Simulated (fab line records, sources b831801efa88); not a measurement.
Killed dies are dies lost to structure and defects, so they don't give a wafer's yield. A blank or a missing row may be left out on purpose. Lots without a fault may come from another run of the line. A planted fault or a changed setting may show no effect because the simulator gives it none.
Which tool did it? | flow sky130 | 12 lots, 36 wafers sampled, at 5 steps of a route of 708

WHAT THE GAUGES READ, wafer by wafer
SKY_SONOS_ONO_THK_MEAS_05. Usual: SONOS_ONO_CVD_04_THK 5.70 nm, standard deviation 0.11.
lot  | measured     | on            | SONOS_ONO_CVD_04_THK (nm) | flag
L312 | day 11 12:43 | film_metro-04 | 5.60 5.69 5.66            |
L314 | day 12 15:32 | film_metro-03 | 5.66 5.63 5.66            |
L315 | day 12 21:14 | film_metro-03 | 5.73 5.58 5.74            |
L316 | day 13 02:47 | film_metro-03 | 5.43 5.49 5.43            |
L320 | day 14 13:12 | film_metro-03 | 5.70 5.82 5.86            |
L321 | day 14 18:56 | film_metro-04 | 5.79 5.74 5.67            |
L322 | day 15 05:05 | film_metro-04 | 5.74 5.79 5.78            |
L323 | day 15 05:05 | film_metro-03 | 5.74 5.68 5.69            |
L324 | day 15 16:29 | film_metro-03 | 5.79 5.69 5.84            |
L325 | day 16 00:22 | film_metro-02 | 5.61 5.77 5.81            |
L326 | day 16 09:42 | film_metro-04 | 6.64 6.64 6.56            | OFF
L327 | day 17 03:41 | film_metro-04 | 6.74 6.67 6.81            | OFF

SKY_SONOS_ONO_OVL_MEAS_14. Usual: SONOS_ONO_OVL -0.3 nm, standard deviation 1.1.
lot  | measured     | on         | SONOS_ONO_OVL (nm) | flag
L312 | day 12 13:35 | overlay-01 | 1.0 -0.5 0.8       |
L314 | day 13 16:47 | overlay-02 | -1.2 -1.4 0.8      |
L315 | day 13 22:14 | overlay-01 | -1.0 -1.6 -0.2     |
L316 | day 14 04:53 | overlay-01 | -0.9 -1.6 1.3      |
L320 | day 15 14:29 | overlay-01 | 0.4 1.1 -1.6       |
L321 | day 15 21:55 | overlay-01 | -1.4 1.7 -0.6      |
L322 | day 16 07:40 | overlay-01 | -0.7 -0.2 -0.6     |
L323 | day 16 07:55 | overlay-02 | -0.9 -3.2 -1.3     |
L324 | day 16 18:59 | overlay-01 | 0.6 0.3 -1.1       |
L325 | day 17 04:51 | overlay-01 | -0.7 -3.0 0.6      |
L326 | day 17 14:31 | overlay-02 | -0.4 0.1 -0.2      |
L327 | day 18 08:22 | overlay-01 | -0.1 -1.6 -0.2     |

SKY_GATE_OXIDE_THK_MEAS_02. Usual: GATE_OXIDE_OXIDATION_00_THK 10.35 nm, standard deviation 0.23.
lot  | measured     | on            | GATE_OXIDE_OXIDATION_00_THK (nm) | flag
L312 | day 12 15:44 | film_metro-02 | 10.77 10.64 10.67                |
L314 | day 13 18:58 | film_metro-01 | 10.11 10.28 10.32                |
L315 | day 14 00:25 | film_metro-01 | 10.34 10.32 10.16                |
L316 | day 14 08:10 | film_metro-03 | 10.45 10.49 10.57                |
L320 | day 15 18:52 | film_metro-03 | 10.52 10.68 10.38                |
L321 | day 16 00:29 | film_metro-01 | 10.68 10.66 10.72                |
L322 | day 16 10:09 | film_metro-02 | 10.18 10.26 10.30                |
L323 | day 16 10:09 | film_metro-01 | 10.18 10.24 10.40                |
L324 | day 16 21:57 | film_metro-03 | 10.19 10.25 10.24                |
L325 | day 17 07:32 | film_metro-01 | 10.13 10.16 10.08                |
L326 | day 17 17:16 | film_metro-01 | 10.60 10.84 10.82                |
L327 | day 18 11:04 | film_metro-02 | 10.18 10.35 10.16                |

WHICH TOOL RAN EACH LOT (tool, then ch and the chambers of the sampled wafers, then the start)
lot  | SKY_SONOS_ONO_CVD_04        | SKY_SONOS_ONO_ETCH_15
L312 | lpcvd-03 ch 0, day 11 11:27 | rie_diel-03 ch 0,1,2, day 12 13:37
L314 | lpcvd-03 ch 1, day 12 14:17 | rie_diel-03 ch 1,2,3, day 13 16:49
L315 | lpcvd-03 ch 0, day 12 19:59 | rie_diel-02 ch 1,3, day 13 22:16
L316 | lpcvd-03 ch 1, day 13 01:32 | rie_diel-02 ch 1,2,3, day 14 04:55
L320 | lpcvd-03 ch 0, day 14 10:22 | rie_diel-02 ch 1,2,3, day 15 14:31
L321 | lpcvd-03 ch 1, day 14 16:07 | rie_diel-02 ch 0,3, day 15 21:56
L322 | lpcvd-03 ch 0, day 15 03:11 | rie_diel-03 ch 1,2, day 16 07:41
L323 | lpcvd-03 ch 0, day 15 03:11 | rie_diel-02 ch 1,2, day 16 07:56
L324 | lpcvd-03 ch 1, day 15 15:14 | rie_diel-04 ch 1,2,3, day 16 19:01
L325 | lpcvd-03 ch 0, day 15 23:07 | rie_diel-02 ch 0,3, day 17 04:53
L326 | lpcvd-03 ch 0, day 16 08:26 | rie_diel-03 ch 2,3, day 17 14:32
L327 | lpcvd-03 ch 1, day 17 02:25 | rie_diel-03 ch 0,1,2, day 18 08:24
- SKY_SONOS_ONO_CVD_04: deposits SiO2 from SiH4/N2O, target thk 5.7199 nm.
- SKY_SONOS_ONO_ETCH_15: etches the open film in CHF3/O2, target depth 19.52 nm, time 7.8 s.

WHAT THE TOOLS THEMSELVES READ (means of the sampled wafers that have a number; where no wafer has one, the mark that the record gives instead)
SKY_SONOS_ONO_CVD_04. Usual: spike_tc_upper_C 900.7 C, standard deviation 1.4.
lot  | tool     | spike_tc_upper_C (C) | flag
L312 | lpcvd-03 | 901.3                |
L314 | lpcvd-03 | 899.0                |
L315 | lpcvd-03 | 901.0                |
L316 | lpcvd-03 | 900.5                |
L320 | lpcvd-03 | 901.5                |
L321 | lpcvd-03 | 899.8                |
L322 | lpcvd-03 | 902.0                |
L323 | lpcvd-03 | 902.1                |
L324 | lpcvd-03 | 898.5                |
L325 | lpcvd-03 | 900.4                |
L326 | lpcvd-03 | 901.3                |
L327 | lpcvd-03 | 899.2                |

SKY_SONOS_ONO_ETCH_15. Usual: O2_flow_sccm 4.999 sccm, standard deviation 0.015; drypump_motor_current_A 5.8 A, standard deviation 0.49; oes_product_au 0.997 a.u., standard deviation 0.012; throttle_valve_pct 8.824 %, standard deviation 0.0095.
lot  | tool        | O2_flow_sccm (sccm) | drypump_motor_current_A (A) | oes_product_au (a.u.) | throttle_valve_pct (%) | flag
L312 | rie_diel-03 | 5.001               | 5.9                         | 1.003                 | 8.831                  |
L314 | rie_diel-03 | 4.978               | 5.8                         | 0.992                 | 8.820                  |
L315 | rie_diel-02 | 5.005               | 5.4                         | 0.990                 | 8.821                  |
L316 | rie_diel-02 | 5.005               | 5.4                         | 0.995                 | 8.824                  |
L320 | rie_diel-02 | 4.991               | 5.4                         | 0.989                 | 8.814                  |
L321 | rie_diel-02 | 5.002               | 6.2                         | 0.991                 | 8.825                  |
L322 | rie_diel-03 | 4.982               | 5.8                         | 1.000                 | 8.824                  |
L323 | rie_diel-02 | 5.000               | 5.7                         | 0.991                 | 8.826                  |
L324 | rie_diel-04 | 4.990               | 5.8                         | 1.002                 | 8.830                  |
L325 | rie_diel-02 | 4.994               | 5.6                         | 1.003                 | 8.822                  |
L326 | rie_diel-03 | 4.996               | 5.8                         | 0.998                 | 8.821                  |
L327 | rie_diel-03 | 4.998               | 5.9                         | 1.002                 | 8.834                  |

THE ANSWER, worked out from the rows above alone
Rule: a lot is off if the mean of its wafers that have a number lies more than 3 standard deviations from the usual mean. A lot without any number at a reading at which 4 lots or more have one is off too. The other lots that the step has rows for count as sound. The gauges are gone through in route order, then the tools' own readings, and for those a lot's mean is taken as printed above. The first step at which some lot is off is used, and at that step the reading that is off furthest; a lot without a number counts as furthest.
Off: L326, L327, at SKY_SONOS_ONO_THK_MEAS_05 (SONOS_ONO_CVD_04_THK).
A tool fits if, at a process step before that reading, it ran every lot that is off, and no sound lot after the first of them. The gauges at SKY_SONOS_ONO_THK_MEAS_05 are tried like those tools. Can't be told from this: 2 tools fit, lpcvd-03 at SKY_SONOS_ONO_CVD_04, film_metro-04 at SKY_SONOS_ONO_THK_MEAS_05.

WHAT THE SIMULATOR HAD PUT IN
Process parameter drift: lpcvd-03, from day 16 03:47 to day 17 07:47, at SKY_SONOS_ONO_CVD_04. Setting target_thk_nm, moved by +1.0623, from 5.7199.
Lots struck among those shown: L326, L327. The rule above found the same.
